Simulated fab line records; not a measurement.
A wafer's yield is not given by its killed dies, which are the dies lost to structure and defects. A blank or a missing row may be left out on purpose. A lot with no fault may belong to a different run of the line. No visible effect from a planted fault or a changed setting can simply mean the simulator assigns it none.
Which tool was responsible? + flow sky130 + 10 lots with 30 wafers sampled at 2 steps, on a route of 708 steps

WHAT THE GAUGES READ, wafer by wafer
SKY_VIA2_THK_MEAS_23: measures by xrf.
| lot  | measured     | on            | VIA2_W_THK (nm) |
|------|--------------|---------------|-----------------|
| L355 | day 36 16:09 | film metro-01 | 394 396 397     |
| L356 | day 37 11:30 | film metro-01 | 414 401 413     |
| L357 | day 37 16:16 | film metro-03 | 406 417 409     |
| L363 | day 39 04:47 | film metro-01 | 410 405 407     |
| L365 | day 40 01:41 | film metro-01 | 404 396 403     |
| L369 | day 41 05:37 | film metro-01 | 407 402 414     |
| L370 | day 41 18:05 | film metro-04 | 425 418 421     |
| L371 | day 42 10:41 | film metro-01 | 413 400 416     |
| L375 | day 42 19:16 | film metro-04 | 422 427 418     |
| L376 | day 42 23:28 | film metro-03 | 410 423 409     |

WHICH TOOL RAN EACH LOT (tool, then ch and the chambers of the sampled wafers, then the start)
| lot  | SKY_METAL1_ETCH_18                |
|------|-----------------------------------|
| L355 | rie metal-01 ch 1, day 33 02:00   |
| L356 | rie metal-01 ch 0,1, day 33 22:46 |
| L357 | rie metal-01 ch 0,1, day 34 02:19 |
| L363 | rie metal-03 ch 1, day 35 17:16   |
| L365 | rie metal-02 ch 1, day 36 15:29   |
| L369 | rie metal-03 ch 0,1, day 37 22:02 |
| L370 | rie metal-02 ch 0,1, day 38 11:19 |
| L371 | rie metal-01 ch 0,1, day 39 03:26 |
| L375 | rie metal-02 ch 0,1, day 39 15:40 |
| L376 | rie metal-01 ch 0,1, day 39 16:37 |
- SKY_METAL1_ETCH_18: etches BARC in N2/H2, stops on SiO2, time 45.9 s, target depth 60 nm.

WHAT THE TOOLS THEMSELVES READ (means of the sampled wafers that have a number; where no wafer has one, the mark that the record gives instead)
SKY_METAL1_ETCH_18.
| lot  | tool         | bias w (W) | drypump motor current A (A) | oes product au (a.u.) | throttle valve pct (%) |
|------|--------------|------------|-----------------------------|-----------------------|------------------------|
| L355 | rie metal-01 | 99.93      | 5.3                         | 0.854                 | 13.220                 |
| L356 | rie metal-01 | 100.02     | 6.0                         | 0.856                 | 13.223                 |
| L357 | rie metal-01 | 99.91      | 5.7                         | 0.855                 | 13.227                 |
| L363 | rie metal-03 | 100.33     | 6.1                         | 0.856                 | 13.225                 |
| L365 | rie metal-02 | 100.06     | 5.8                         | 0.854                 | 13.225                 |
| L369 | rie metal-03 | 99.95      | 5.8                         | 0.850                 | 13.227                 |
| L370 | rie metal-02 | 99.94      | 5.7                         | 0.852                 | 13.225                 |
| L371 | rie metal-01 | 100.29     | 6.0                         | 0.857                 | 13.223                 |
| L375 | rie metal-02 | 100.13     | 5.7                         | 0.857                 | 13.223                 |
| L376 | rie metal-01 | 99.92      | 5.7                         | 0.859                 | 13.226                 |

THE ANSWER, worked out from the rows above alone
Rule: usual is defined by the lots themselves. Put in order of their means at a reading, lots are off if they are a third of the lots or fewer, leave a main group of 4 or more, and stand apart from it by a gap of 3 or more times the standard deviation of the main group's means; of several such gaps the widest counts. If all means in a main group match to the digits the tables above print for the reading, that group is not used. Also off: a lot with no number at a reading for which 4 or more lots have one. The other lots that the step has rows for count as sound. The gauges are gone through in route order, then the tools' own readings, and for those a lot's mean is taken as printed above. The first step at which some lot is off is used, and at that step the reading that is off furthest; a lot without a number counts as furthest.
Across all readings shown, no lot is off: no conclusion can be drawn from this.

WHAT WAS PUT IN BY THE SIMULATOR
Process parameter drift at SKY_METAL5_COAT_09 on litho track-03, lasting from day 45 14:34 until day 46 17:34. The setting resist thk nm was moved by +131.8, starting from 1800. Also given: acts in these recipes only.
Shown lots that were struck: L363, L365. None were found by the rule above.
